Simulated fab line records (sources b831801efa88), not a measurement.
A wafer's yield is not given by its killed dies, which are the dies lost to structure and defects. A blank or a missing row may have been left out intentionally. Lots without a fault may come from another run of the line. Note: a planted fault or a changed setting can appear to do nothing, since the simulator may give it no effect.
One fault through the eyes of 2 desks ; flow sky130 ; only its own numbers are on each desk; what lay behind them is given at the end

## THE METROLOGY DESK
Lot by lot, what the gauges showed, no matter which tool ran the lot: averages of those sampled wafers that carry a number. Marked OUT: a lot whose mean sits more than 4 standard deviations from the usual mean, which makes it out of limits; the brackets give that distance.
Columns: A = CAP2M_TIN_RS at SKY_CAP2M_RS_MEAS_03, usual 6.91 ohm/sq; B = METAL5_ALCU_RS at SKY_METAL5_RS_MEAS_05, usual 0.0271 ohm/sq; C = PASSIVATION_CVD_00_THK at SKY_PASSIVATION_THK_MEAS_01, usual 90.0 nm
lot;first seen here;A;B;C
L358;day 40 04:58;6.80;0.0273;90.8
L359;day 40 09:24;6.95;0.0271;90.3
L360;day 40 11:01;6.89;0.0276;89.8
L361;day 40 13:35;6.92;0.0271;90.0
L362;day 40 15:08;6.85;0.0275;90.0
L364;day 41 11:33;6.93;0.0270;89.6
L363;day 41 13:32;6.85;0.0274;89.4
L366;day 42 01:52;6.90;0.0273;91.3
L367;day 42 11:19;6.85;0.0276;89.1
L370;day 43 11:29;6.82;0.0274;89.4
L371;day 43 17:30;6.91;0.0269;90.1
L372;day 43 19:20;6.95;0.0262;89.3
L381;day 46 03:26;6.99;0.0268;90.6
Finding of this desk: none of the 13 lots has anything out of limits.

## AT THE TOOL OWNER'S DESK: cmp-01
The tool's own readings at SKY_VIA1_CMP_02 (polishes SiO2): means of the sampled wafers that have a number, for each lot that ran on this tool. Marked OUT: a lot whose mean sits more than 4 standard deviations from the usual mean, which makes it out of limits; the brackets give that distance.
Columns: A = edge-zone-pressure-frac at SKY_VIA1_CMP_02, usual 1.001; B = motor-current-A at SKY_VIA1_CMP_02, usual 11.7 A
lot;first seen here;A;B
L358;day 33 08:59;0.997;12.0
L359;day 33 12:30;1.001;12.1
L360;day 33 16:27;1.006;11.2
L361;day 33 18:34;0.998;11.0
L362;day 33 20:38;0.999;11.5
L363;day 34 20:43;1.002;11.8
L367;day 35 20:28;1.005;11.8
L370;day 37 00:13;1.001;11.4
L371;day 37 06:21;1.004;11.3
L372;day 37 09:19;1.006;10.7
Finding of this desk: none of the 10 lots has anything out of limits.

## BROUGHT TOGETHER
At the metrology desk, nothing out of limits was observed.
Nothing out of limits was seen by the tool owner's desk.

## WHAT HAD BEEN PUT IN BY THE SIMULATOR
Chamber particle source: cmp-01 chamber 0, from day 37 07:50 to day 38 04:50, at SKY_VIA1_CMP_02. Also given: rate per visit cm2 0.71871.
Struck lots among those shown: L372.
